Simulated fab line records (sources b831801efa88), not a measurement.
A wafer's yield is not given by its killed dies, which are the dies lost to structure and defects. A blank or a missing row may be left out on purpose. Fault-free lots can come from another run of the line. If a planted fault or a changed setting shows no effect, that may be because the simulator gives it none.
A lot that was struck, set against a sound lot    flow sfq_line    14 out of 325 route steps
Sound: wafers L740.2, L740.4, L740.5. Wafers L729.2, L729.4, L729.6 were the ones struck. Last of all comes the cause.
Order at every step that has rows: each side's tool, ch and its chambers, its first start. Under that, the readings that differ: sound wafers    struck wafers    difference of the means    sigmas: that difference in standard deviations of wafers without a fault.
alike: readings with means less than 2 such deviations apart, plus words and numbers identical on both sides. not compared: withheld readings, readings lacking a value on some wafer, bounds such as >300 that could conceal the same value, and numbers that have no deviation in the record and whose values overlap.
Wherever a step has rows on one side only, a row that says differs or no value, or a row with sigmas, the two part there. Numbers that have no deviation but don't overlap get no sigmas and don't part them. A reading that every wafer of one side lacks parts them only if that side has two wafers or more.

first, 2 steps without rows for these wafers: SFQ_TRILAYER_I7_VIA_LITHO_PEB_190 (peb time 60 s); SFQ_TRILAYER_I7_VIA_LITHO_DEVELOP_189 (time 60 s).
SFQ_I7_OVL_MEAS_947:
  sound on overlay-02 at day 88 19:22; struck on overlay-02 at day 77 10:05
  alike: I7_OVL
SFQ_TRILAYER_I7_VIA_BARC_OPEN_VIA_ETCH_260: etches BARC in O2, target depth 125 nm, time 41.7 s.
  sound on rie_diel-01 ch 1,2, day 88 19:23; struck on rie_diel-01 ch 0,1,2, day 77 10:07
  alike: drypump_motor_current_A, oes_product_au
  not compared: rf_hours_counter_h
SFQ_TRILAYER_I7_VIA_ETCH_VIA_ETCH_190: etches SiO2 in CHF3, stops on Nb, target depth 260 nm.
  sound on rie_diel-01 ch 1,2, day 88 19:26; struck on rie_diel-01 ch 0,1,2, day 77 10:08
  alike: drypump_motor_current_A, oes_product_au
SFQ_TRILAYER_I7_VIA_STRIP_STRIP_191: strips in O2.
  sound on rie_metal-02 ch 0,1, day 88 19:32; struck on rie_metal-02 ch 0,1, day 77 10:16
  alike: drypump_motor_current_A, oes_product_au, platen_temp_c
  not compared: rf_hours_counter_h
then, 6 steps without rows for these wafers: SFQ_TRILAYER_I7_VIA_STRIP_SOLV_CLEAN_192 (cleans in NMP, time 600 s); SFQ_TRILAYER_M8_LITHO_LOR_COAT_197; SFQ_TRILAYER_M8_LITHO_LOR_BAKE_198; SFQ_TRILAYER_M8_LITHO_COAT_193 (resist thk 600 nm); SFQ_TRILAYER_M8_LITHO_SOFTBAKE_199; SFQ_TRILAYER_M8_LITHO_EXPOSE_194 (exposes mask M8, target cd 2000 nm).
-- the record jumps here: 4 days lie between the struck wafers' starts before and after --
SFQ_TRILAYER_M8_LITHO_PEB_196: peb time 60 s.
  struck on litho_track-04, day 81 00:17; sound on litho_track-01 ch 0, day 89 08:49
  no value came back on the struck wafers for chill_plate_temp_C (C), exhaust_pa (Pa), heater_power_total_W (W); on the sound wafers chill_plate_temp_C (C) reads 22.93 23.17 22.99
then, 1 step without rows for these wafers: SFQ_TRILAYER_M8_LITHO_DEVELOP_195 (img clear 15 s, time 55 s).

== WHERE THEY PART ==
Within this record, at SFQ_TRILAYER_M8_LITHO_PEB_196 only.

WHY: the cause the simulator had injected
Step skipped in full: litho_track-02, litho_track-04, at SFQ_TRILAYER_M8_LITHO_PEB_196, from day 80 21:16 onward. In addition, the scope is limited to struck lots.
